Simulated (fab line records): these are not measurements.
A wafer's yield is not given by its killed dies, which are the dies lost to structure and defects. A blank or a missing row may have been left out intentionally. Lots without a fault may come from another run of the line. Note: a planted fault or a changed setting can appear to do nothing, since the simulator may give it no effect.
fab line records	flow sky130	part 1 of 2: steps 1 to 24 of 34
record lots=5	wafers=15	last-day=50
route steps=708 shown METAL3@570 VIA3@573 METAL4@598 CAP2M@603
lots untouched by any fault: they come from a run of this same line in which no faults occurred
start-h: start of the lot's first displayed wafer, in hours after the record's first day	wait-h: hours since the lot's step before	" repeats the value in the row above	L1.1+2: one row covering several wafers at once	- value missing, or start not given	* or withheld: withheld	< > ~ a bound
route shown NAME@n: NAME is a module with steps in the file, n the number in the route of the first one	usual: mean and standard deviation over wafers with no fault	same: alike in all rows	chamber/n: place in a boat	sites: per-site readings	_std_site: standard deviation of those values	_edge_site: mean of outer sites minus mean of inner sites	radius-mm: how far each site lies from the wafer's centre	mask NAME#n: copy n	behind: the most recent tool/chamber to have shaped the wafer	hold: why the lot was held/for how many hours/how that ended	device: transistor that didn't switch, given as n, p or np	end of line: the route-end tests of the same wafers	where a step has no rows: the recipe by itself	killed: dies that structure and defects cost at the first sort, which is not the same as the wafer's yield	map: the dies of a wafer, with x for killed, . for not killed, _ for no die there
set.NAME: the setting the step ran with; set.NAME@STEP: the setting that earlier step ran with	model.NAME: the simulator's own value behind a step, which no gauge read
certain route steps with their lots: each step a table, each wafer a row
services: from which hour (start-h, from the record's first day; less than 0 if before it) a tool's chamber was out of use, for how many hours, and why
## steps
# step SKY_METAL3_STRIP_20
# recipe chemistry=post-etch-residue-remover	time-s=1200	temp-c=72.5
# usual bath-heat-duty-pct=15.5/1.5	temp-c=72.51/0.11
lot.wafer	tool	chamber	start-h	wait-h	bath-heat-duty-pct	temp-c
L085.1	wet-bench-03	2	990.46	0.1	14.8	72.55
L085.3	"	2	"	"	14.2	72.65
L085.6	"	2	"	"	14.6	72.61
L088.4	wet-bench-03	3	1013.71	0.0	14.0	72.73
L088.5	"	3	"	"	13.4	72.45
L088.6	"	3	"	"	15.1	72.46
L093.3	wet-bench-03	3	1039.18	0.0	14.1	72.52
L093.5	"	3	"	"	14.3	72.51
L093.6	"	3	"	"	12.9	72.35
L095.2	wet-bench-01	0	1044.81	0.1	13.8	72.54
L095.3	"	0	"	"	13.9	72.52
L095.4	"	0	"	"	15.2	72.60
L097.1	wet-bench-01	0	1060.85	0.1	13.9	72.48
L097.2	"	0	"	"	15.7	72.65
L097.6	"	0	"	"	15.8	72.59
# step SKY_METAL3_CLEAN_21
# recipe chemistry=IPA	time-s=180	temp-c=25
# usual bath-heat-duty-pct=6.7/0.83	temp-c=25.00/0.11
lot.wafer	tool	chamber	start-h	wait-h	bath-heat-duty-pct	temp-c
L085.1	wet-bench-03	0	991.15	0.0	5.7	24.88
L085.3	"	0	"	"	7.0	24.82
L085.6	"	0	"	"	6.4	24.87
L088.4	wet-bench-01	1	1014.06	0.0	6.0	25.08
L088.5	"	1	"	"	6.3	24.93
L088.6	"	1	"	"	6.4	25.05
L093.3	wet-bench-03	1	1039.52	0.0	7.4	24.91
L093.5	"	1	"	"	8.5	25.08
L093.6	"	1	"	"	8.0	25.05
L095.2	wet-bench-01	0	1045.18	0.0	6.6	24.98
L095.3	"	0	"	"	7.1	25.05
L095.4	"	0	"	"	6.7	25.06
L097.1	wet-bench-01	0	1061.19	0.0	7.1	24.93
L097.2	"	0	"	"	6.3	25.02
L097.6	"	0	"	"	6.7	24.84
# step SKY_METAL3_CLEAN_22
# recipe chemistry=O3/DIW	dry=n2-spin
lot.wafer	tool	chamber	start-h	wait-h
L085.1+3+6	wet-bench-03	1	991.26	0.0
L088.4+5+6	wet-bench-03	3	1014.12	0.0
L093.3+5+6	wet-bench-03	1	1039.58	0.0
L095.2+3+4	wet-bench-01	2	1045.24	0.0
L097.1+2+6	wet-bench-02	3	1061.25	0.0
# step SKY_VIA3_HDPCVD_00
# recipe material=SiO2	target-thk-nm=1635	sigma-open-frac=0.3	time-s=272.5	temp-c=400	sih4-flow-sccm=60	pressure-mtorr=6
# usual pressure-mtorr=5.998/0.013
lot.wafer	tool	chamber	start-h	wait-h	pressure-mtorr
L085.1	hdpcvd-02	2	991.45	0.0	6.011
L085.3	"	0	"	"	6.000
L085.6	"	1	"	"	5.999
L088.4	hdpcvd-02	1	1014.30	0.1	5.993
L088.5	"	2	"	"	5.982
L088.6	"	0	"	"	6.012
L093.3	hdpcvd-01	0	1039.67	0.0	6.006
L093.5	"	1	"	"	5.992
L093.6	"	0	"	"	5.993
L095.2	hdpcvd-02	2	1045.33	0.0	5.996
L095.3	"	0	"	"	5.964
L095.4	"	0	"	"	5.988
L097.1	hdpcvd-01	0	1061.34	0.0	5.985
L097.2	"	1	"	"	5.981
L097.6	"	2	"	"	5.994
# step SKY_VIA3_THK_MEAS_01
# recipe reads=SiO2_of_VIA3_HDPCVD_00
# usual VIA3_HDPCVD_THK=1648/21
lot.wafer	tool	chamber	start-h	wait-h	VIA3_HDPCVD_THK[nm]
L085.1	film-metro-03	-	991.62	0.1	1672
L085.3	"	-	"	"	1655
L085.6	"	-	"	"	1636
L088.4	film-metro-04	-	1014.41	0.0	1667
L088.5	"	-	"	"	1683
L088.6	"	-	"	"	1678
L093.3	film-metro-03	-	1039.92	0.2	1625
L093.5	"	-	"	"	1632
L093.6	"	-	"	"	1627
L095.2	film-metro-04	-	1045.51	0.1	1652
L095.3	"	-	"	"	1661
L095.4	"	-	"	"	1654
L097.1	film-metro-04	-	1061.51	0.1	1613
L097.2	"	-	"	"	1630
L097.6	"	-	"	"	1636
# step SKY_VIA3_CMP_02
# recipe material=SiO2	down-force-psi=4	platen-rpm=60	pad-velocity-m-s=0.94248
# usual motor-current-A=12.4/0.85	slurry-flow-ml-min=150.0/0.49
lot.wafer	tool	chamber	start-h	wait-h	motor-current-A	slurry-flow-ml-min
L085.1	cmp-01	2	991.73	0.1	11.6	149.8
L085.3	"	3	"	"	12.5	150.5
L085.6	"	2	"	"	12.7	150.4
L088.4	cmp-02	1	1014.44	0.0	11.7	148.8
L088.6	"	1	"	"	12.0	149.3
L088.5	"	2	"	"	13.8	149.7
L093.3	cmp-01	3	1040.11	0.2	12.1	149.7
L093.5	"	3	"	"	12.1	150.5
L093.6	"	0	"	"	11.9	149.2
L095.3	cmp-02	1	1045.56	0.0	11.4	149.7
L095.4	"	2	"	"	13.4	150.2
L095.2	"	3	"	"	13.9	149.9
L097.2	cmp-01	1	1061.62	0.1	11.9	150.5
L097.1	"	2	"	"	12.4	150.2
L097.6	"	0	"	"	11.8	150.2
# step SKY_VIA3_BOW_MEAS_03
# recipe mode=bow
# usual VIA3_BOW=80/8.5
lot.wafer	tool	chamber	start-h	wait-h	VIA3_BOW[um]
L085.1	film-metro-02	-	991.98	0.2	87
L085.3	"	-	"	"	63
L085.6	"	-	"	"	68
L088.4	film-metro-04	-	1014.80	0.3	100
L088.5	"	-	"	"	74
L088.6	"	-	"	"	77
L093.3	film-metro-04	-	1040.45	0.3	78
L093.5	"	-	"	"	89
L093.6	"	-	"	"	70
L095.2	film-metro-04	-	1045.88	0.2	76
L095.3	"	-	"	"	71
L095.4	"	-	"	"	67
L097.1	film-metro-03	-	1061.87	0.1	71
L097.2	"	-	"	"	78
L097.6	"	-	"	"	83
# step SKY_VIA3_DEHYDRATE_04
# recipe temp-c=200	time-s=60
# usual chill-plate-temp-C=22.97/0.12	exhaust-pa=45.1/0.89
lot.wafer	tool	chamber	start-h	wait-h	chill-plate-temp-C	exhaust-pa
L085.1	litho-track-03	0	1003.98	12.0	22.98	45.4
L085.3	"	0	"	"	23.09	45.2
L085.6	"	0	"	"	22.96	46.5
L088.4	litho-track-03	0	1024.91	10.1	22.96	44.1
L088.5	"	0	"	"	23.04	43.2
L088.6	"	0	"	"	23.06	44.2
L093.3	litho-track-04	0	1049.78	9.3	22.93	46.5
L093.5	"	0	"	"	22.94	44.9
L093.6	"	0	"	"	22.95	45.9
L095.2	litho-track-03	0	1057.01	11.1	23.14	44.5
L095.3	"	0	"	"	23.01	45.2
L095.4	"	0	"	"	22.98	45.4
L097.1	litho-track-02	0	1070.47	8.6	22.66	43.5
L097.2	"	0	"	"	22.80	44.8
L097.6	"	0	"	"	22.87	44.9
# step SKY_VIA3_HMDS_05
# recipe prime-time-s=60	prime-temp-c=120
# usual chill-plate-temp-C=23.01/0.11	exhaust-pa=45.0/0.83
lot.wafer	tool	chamber	start-h	wait-h	chill-plate-temp-C	exhaust-pa
L085.1	litho-track-03	0	1004.13	0.1	22.89	45.5
L085.3	"	0	"	"	22.87	45.3
L085.6	"	0	"	"	22.86	44.7
L088.4	litho-track-03	0	1025.06	0.1	23.01	45.3
L088.5	"	0	"	"	23.07	46.3
L088.6	"	0	"	"	23.16	46.0
L093.3	litho-track-04	0	1049.93	0.1	23.05	44.8
L093.5	"	0	"	"	22.99	44.8
L093.6	"	0	"	"	22.75	45.0
L095.2	litho-track-03	0	1057.16	0.1	23.01	44.8
L095.3	"	0	"	"	23.02	46.2
L095.4	"	0	"	"	23.01	45.8
L097.1	litho-track-02	0	1070.62	0.1	22.90	45.6
L097.2	"	0	"	"	23.09	44.6
L097.6	"	0	"	"	23.02	45.2
# step SKY_VIA3_COAT_06
# recipe resist=BARC	temp-c=withheld	time-s=withheld	spin-rpm=3000	resist-thk-nm=60
# usual chill-plate-temp-C=*	exhaust-pa=45.2/0.87
lot.wafer	tool	chamber	start-h	wait-h	chill-plate-temp-C	exhaust-pa
L085.1	litho-track-03	0	1004.28	0.1	*	44.1
L085.3	"	0	"	"	*	46.6
L085.6	"	0	"	"	*	45.1
L088.4	litho-track-03	0	1025.21	0.1	*	46.5
L088.5	"	0	"	"	*	44.6
L088.6	"	0	"	"	*	45.8
L093.3	litho-track-04	0	1050.08	0.1	*	44.4
L093.5	"	0	"	"	*	43.8
L093.6	"	0	"	"	*	45.4
L095.2	litho-track-03	0	1057.31	0.1	*	43.9
L095.3	"	0	"	"	*	45.4
L095.4	"	0	"	"	*	44.3
L097.1	litho-track-02	0	1070.77	0.1	*	45.9
L097.2	"	0	"	"	*	45.4
L097.6	"	0	"	"	*	45.1
# step SKY_VIA3_COAT_07
# recipe resist=KrF-thick	spin-rpm=3000	resist-thk-nm=450
# usual chill-plate-temp-C=23.01/0.094	exhaust-pa=45.1/0.9
lot.wafer	tool	chamber	start-h	wait-h	chill-plate-temp-C	exhaust-pa
L085.1	litho-track-03	0	-	-	23.08	47.5
L085.3	"	0	"	"	22.98	46.4
L085.6	"	0	"	"	23.12	46.4
L088.4	litho-track-03	0	-	-	23.11	45.8
L088.5	"	0	"	"	23.15	45.8
L088.6	"	0	"	"	23.24	43.6
L093.3	litho-track-04	0	-	-	22.99	46.0
L093.5	"	0	"	"	23.03	44.1
L093.6	"	0	"	"	22.99	45.7
L095.2	litho-track-03	0	-	-	22.97	45.8
L095.3	"	0	"	"	22.87	44.3
L095.4	"	0	"	"	23.09	44.7
L097.1	litho-track-02	0	-	-	23.03	43.9
L097.2	"	0	"	"	22.80	44.1
L097.6	"	0	"	"	23.08	44.7
# step SKY_VIA3_SOFTBAKE_08
# recipe temp-c=100	time-s=90	resist=KrF-thick
# usual chill-plate-temp-C=22.98/0.1	exhaust-pa=44.9/0.97
lot.wafer	tool	chamber	start-h	wait-h	chill-plate-temp-C	exhaust-pa
L085.1	litho-track-03	0	-	-	22.96	42.3
L085.3	"	0	"	"	22.91	45.7
L085.6	"	0	"	"	22.88	42.8
L088.4	litho-track-03	0	-	-	22.95	45.3
L088.5	"	0	"	"	23.06	43.7
L088.6	"	0	"	"	23.11	44.5
L093.3	litho-track-04	0	-	-	22.96	45.0
L093.5	"	0	"	"	22.89	44.4
L093.6	"	0	"	"	22.95	46.3
L095.2	litho-track-03	0	-	-	22.95	45.4
L095.3	"	0	"	"	22.88	43.7
L095.4	"	0	"	"	23.01	43.0
L097.1	litho-track-02	0	-	-	23.04	42.7
L097.2	"	0	"	"	22.92	44.3
L097.6	"	0	"	"	23.10	44.9
# step SKY_VIA3_EXPOSE_09
# recipe mask-id=VIM3	na=0.8	source-shape=annular	sigma-inner=0.55	sigma-outer=0.85	target-cd-nm=200	dose-mj=38
# same sigma-outer=0.85
lot.wafer	tool	chamber	start-h	wait-h	mask
L085.1+3+6	krf-scanner-01	0	-	-	VIM3#0
L088.4+5+6	krf-scanner-01	0	-	-	VIM3#0
L093.3+5+6	krf-scanner-02	0	-	-	VIM3#0
L095.2+3+4	krf-scanner-02	0	-	-	VIM3#0
L097.1+2+6	krf-scanner-02	0	-	-	VIM3#0
# step SKY_VIA3_PEB_10
# recipe peb-temp-c=withheld	peb-time-s=withheld	resist=KrF-thick
# usual chill-plate-temp-C=*	exhaust-pa=44.9/0.88
lot.wafer	tool	chamber	start-h	wait-h	chill-plate-temp-C	exhaust-pa
L085.1	litho-track-02	0	-	-	*	44.3
L085.3	"	0	"	"	*	46.0
L085.6	"	0	"	"	*	45.0
L088.4	litho-track-02	0	-	-	*	46.2
L088.5	"	0	"	"	*	45.2
L088.6	"	0	"	"	*	46.7
L093.3	litho-track-02	0	-	-	*	44.8
L093.5	"	0	"	"	*	44.4
L093.6	"	0	"	"	*	44.8
L095.2	litho-track-04	0	-	-	*	44.2
L095.3	"	0	"	"	*	43.7
L095.4	"	0	"	"	*	43.9
L097.1	litho-track-04	0	-	-	*	44.2
L097.2	"	0	"	"	*	45.8
L097.6	"	0	"	"	*	43.9
# step SKY_VIA3_DEVELOP_11
# recipe develop-time-s=60	resist=KrF-thick	dev-temp-c=21
# usual chill-plate-temp-C=23.02/0.098	exhaust-pa=44.9/0.94
lot.wafer	tool	chamber	start-h	wait-h	chill-plate-temp-C	exhaust-pa
L085.1	litho-track-02	0	-	-	23.07	44.7
L085.3	"	0	"	"	23.12	44.9
L085.6	"	0	"	"	23.09	45.5
L088.4	litho-track-02	0	-	-	23.01	44.6
L088.5	"	0	"	"	22.86	44.6
L088.6	"	0	"	"	22.95	44.4
L093.3	litho-track-02	0	-	-	22.96	44.5
L093.5	"	0	"	"	23.13	44.9
L093.6	"	0	"	"	23.17	43.9
L095.2	litho-track-04	0	-	-	23.17	43.2
L095.3	"	0	"	"	22.99	43.7
L095.4	"	0	"	"	23.02	42.6
L097.1	litho-track-04	0	-	-	23.03	44.0
L097.2	"	0	"	"	22.82	43.2
L097.6	"	0	"	"	22.97	43.8
# step SKY_VIA3_CD_MEAS_12
# recipe target-cd-nm=200
# usual cd-nm=200.1/1.3
lot.wafer	tool	chamber	start-h	wait-h	cd-nm
L085.1	cd-sem-02	-	1016.07	-	201.8
L085.3	"	-	"	"	203.0
L085.6	"	-	"	"	202.4
L088.4	cd-sem-02	-	1038.78	-	200.0
L088.5	"	-	"	"	198.1
L088.6	"	-	"	"	199.9
L093.3	cd-sem-02	-	1062.46	-	197.8
L093.5	"	-	"	"	198.6
L093.6	"	-	"	"	198.4
L095.2	cd-sem-02	-	1067.70	-	198.0
L095.3	"	-	"	"	199.4
L095.4	"	-	"	"	199.0
L097.1	cd-sem-02	-	1082.83	-	201.4
L097.2	"	-	"	"	201.4
L097.6	"	-	"	"	200.2
# step SKY_VIA3_OVL_MEAS_13
# usual VIA3_OVL=-3/5.3
lot.wafer	tool	chamber	start-h	wait-h	VIA3_OVL[nm]
L085.1	overlay-02	-	1016.19	0.1	7
L085.3	"	-	"	"	1
L085.6	"	-	"	"	-2
L088.4	overlay-01	-	1038.86	0.1	-3
L088.5	"	-	"	"	0
L088.6	"	-	"	"	-2
L093.3	overlay-02	-	1062.55	0.1	-5
L093.5	"	-	"	"	-3
L093.6	"	-	"	"	-3
L095.2	overlay-01	-	1067.81	0.1	-1
L095.3	"	-	"	"	-9
L095.4	"	-	"	"	-6
L097.1	overlay-01	-	1082.95	0.1	-16
L097.2	"	-	"	"	-8
L097.6	"	-	"	"	-12
# step SKY_VIA3_ETCH_14
# recipe chemistry=N2/H2	target=BARC	ion-energy-ev=200	source-w=500	bias-w=100	pressure-mtorr=30	n2-flow-sccm=100	h2-flow-sccm=200	stop-on=SiO2	time-s=45.9	target-depth-a=600
# usual drypump-motor-current-A=6.0/0.5	oes-product-au=0.855/0.0045	throttle-valve-pct=13.224/0.0089
lot.wafer	tool	chamber	start-h	wait-h	drypump-motor-current-A	oes-product-au	rf-hours-counter-h	throttle-valve-pct
L085.1	rie-diel-02	0	1016.22	0.0	5.8	0.856	19	13.225
L085.3	"	3	"	"	5.2	0.858	14	13.219
L085.6	"	2	"	"	6.2	0.864	-	13.213
L088.4	rie-diel-01	3	1038.87	0.0	5.2	0.851	22	13.213
L088.5	"	1	"	"	6.7	0.857	-	13.222
L088.6	"	2	"	"	6.1	0.848	-	13.224
L093.3	rie-diel-01	1	1062.57	0.0	6.7	0.854	7	13.239
L093.5	"	2	"	"	6.1	0.857	-	13.214
L093.6	"	3	"	"	5.2	0.851	-	13.227
L095.2	rie-diel-03	2	1067.84	0.0	5.8	0.861	3	13.230
L095.3	"	3	"	"	6.5	0.858	7	13.222
L095.4	"	1	"	"	6.3	0.853	24	13.222
L097.1	rie-diel-02	3	1082.99	0.0	5.2	0.849	16	13.224
L097.2	"	1	"	"	6.4	0.855	10	13.226
L097.6	"	1	"	"	6.5	0.847	-	13.225
# step SKY_VIA3_ETCH_15
# recipe target=SiO2	chemistry=C4F8/O2/Ar	target-depth-nm=507	stop-on=TiN	mask-material=KrF-thick	source-w=1500	bias-w=1200	pressure-mtorr=40	c4f8-flow-sccm=withheld	O2_flow_sccm=6	Ar_flow_sccm=300	time-s=78
# usual oes-product-au=0.945/0.0052
lot.wafer	tool	chamber	start-h	wait-h	oes-product-au	rf-hours-counter-h
L085.1	rie-diel-02	0	1016.27	0.0	0.949	19
L085.3	"	3	"	"	0.949	14
L085.6	"	2	"	"	0.952	-
L088.4	rie-diel-01	3	1038.92	0.0	0.943	22
L088.5	"	1	"	"	0.943	-
L088.6	"	2	"	"	0.952	-
L093.3	rie-diel-01	1	1062.62	0.0	0.940	7
L093.5	"	2	"	"	0.946	-
L093.6	"	3	"	"	0.949	-
L095.2	rie-diel-03	2	1067.88	0.0	0.950	3
L095.3	"	3	"	"	0.956	7
L095.4	"	1	"	"	0.950	24
L097.1	rie-diel-02	3	1083.03	0.0	0.954	16
L097.2	"	1	"	"	0.949	10
L097.6	"	1	"	"	0.946	-
# step SKY_VIA3_STRIP_16
# recipe chemistry=O2/N2	power-w=1400	pressure-mtorr=1500	platen-temp-c=withheld	o2-flow-sccm=3000	n2-flow-sccm=300	overash-fraction=0.5
# usual drypump-motor-current-A=5.8/0.35	oes-product-au=0.403/0.0045	strip-time-to-endpoint-s=4.135/0.02
lot.wafer	tool	chamber	start-h	wait-h	drypump-motor-current-A	oes-product-au	rf-hours-counter-h	strip-time-to-endpoint-s
L085.1	plasma-asher-04	0	1016.33	0.0	5.4	0.400	60	4.151
L085.3	"	1	"	"	5.8	0.403	-	4.176
L085.6	"	1	"	"	5.8	0.402	-	4.146
L088.4	plasma-asher-04	1	1039.01	0.1	5.8	0.409	-	4.151
L088.5	"	0	"	"	5.4	0.400	-	4.149
L088.6	"	1	"	"	5.8	0.398	-	4.135
L093.3	plasma-asher-01	1	1062.71	0.1	6.1	0.401	-	4.130
L093.5	"	1	"	"	6.1	0.404	-	4.128
L093.6	"	0	"	"	6.3	0.403	-	4.130
L095.2	plasma-asher-04	1	1067.94	0.0	5.8	0.404	66	4.125
L095.3	"	0	"	"	5.4	0.400	-	4.139
L095.4	"	1	"	"	5.8	0.399	-	4.124
L097.1	plasma-asher-01	1	1083.09	0.0	6.1	0.391	28	4.160
L097.2	"	0	"	"	6.3	0.409	28	4.159
L097.6	"	0	"	"	6.3	0.403	-	4.144
# step SKY_VIA3_STRIP_17
# recipe chemistry=post-etch-residue-remover	time-s=1200	temp-c=72.5
# usual bath-heat-duty-pct=14.9/2.9	temp-c=72.50/0.12
lot.wafer	tool	chamber	start-h	wait-h	bath-heat-duty-pct	temp-c
L085.1	wet-bench-01	1	1016.43	0.1	15.9	72.43
L085.3	"	1	"	"	14.5	72.41
L085.6	"	1	"	"	13.6	72.38
L088.4	wet-bench-01	2	1039.08	0.0	18.4	72.39
L088.5	"	2	"	"	18.0	72.58
L088.6	"	2	"	"	17.6	72.54
L093.3	wet-bench-01	3	1062.78	0.0	14.4	72.66
L093.5	"	3	"	"	14.1	72.60
L093.6	"	3	"	"	15.2	72.61
L095.2	wet-bench-01	3	1068.04	0.1	13.7	72.51
L095.3	"	3	"	"	14.1	72.45
L095.4	"	3	"	"	14.9	72.38
L097.1	wet-bench-04	1	1083.19	0.1	18.6	72.62
L097.2	"	1	"	"	18.7	72.54
L097.6	"	1	"	"	19.7	72.59
# step SKY_VIA3_CLEAN_18
# recipe chemistry=IPA	time-s=180	temp-c=25
# usual bath-heat-duty-pct=6.4/1.1	temp-c=25.00/0.1
lot.wafer	tool	chamber	start-h	wait-h	bath-heat-duty-pct	temp-c
L085.1	wet-bench-04	2	1016.80	0.0	4.3	25.13
L085.3	"	2	"	"	3.9	24.95
L085.6	"	2	"	"	4.2	25.15
L088.4	wet-bench-04	3	1039.45	0.0	5.3	25.07
L088.5	"	3	"	"	5.7	24.98
L088.6	"	3	"	"	6.3	24.88
L093.3	wet-bench-04	2	1063.12	0.0	4.3	25.01
L093.5	"	2	"	"	4.8	24.88
L093.6	"	2	"	"	4.2	24.92
L095.2	wet-bench-04	3	1068.38	0.0	5.4	24.90
L095.3	"	3	"	"	5.2	25.04
L095.4	"	3	"	"	5.6	24.96
L097.1	wet-bench-03	3	1083.53	0.0	6.6	24.77
L097.2	"	3	"	"	5.8	24.80
L097.6	"	3	"	"	6.6	24.88
# step SKY_VIA3_CLEAN_19
# recipe chemistry=O3/DIW	dry=n2-spin
lot.wafer	tool	chamber	start-h	wait-h
L085.1+3+6	wet-bench-01	0	1016.86	0.0
L088.4+5+6	wet-bench-01	2	1039.51	0.0
L093.3+5+6	wet-bench-01	0	1063.18	0.0
L095.2+3+4	wet-bench-01	2	1068.44	0.0
L097.1+2+6	wet-bench-01	3	1083.59	0.0
# step SKY_VIA3_SPUTTER_20
# recipe material=TiN	target-thk-nm=20	chamber-pressure-pa=5	power-w=4000	time-s=80
# usual throttle-valve-pct=29.9/1.2
lot.wafer	tool	chamber	start-h	wait-h	throttle-valve-pct
L085.1	pvd-sputter-04	-	1016.96	0.0	30.4
L085.3	"	-	"	"	29.2
L085.6	"	-	"	"	30.4
L088.4	pvd-sputter-03	-	1039.61	0.0	30.2
L088.5	"	-	"	"	27.8
L088.6	"	-	"	"	29.9
L093.3	pvd-sputter-03	-	1063.27	0.0	29.8
L093.5	"	-	"	"	29.9
L093.6	"	-	"	"	30.1
L095.2	pvd-sputter-03	-	1068.53	0.0	29.9
L095.3	"	-	"	"	30.1
L095.4	"	-	"	"	29.7
L097.1	pvd-sputter-04	-	1083.68	0.0	32.6
L097.2	"	-	"	"	29.4
L097.6	"	-	"	"	30.4
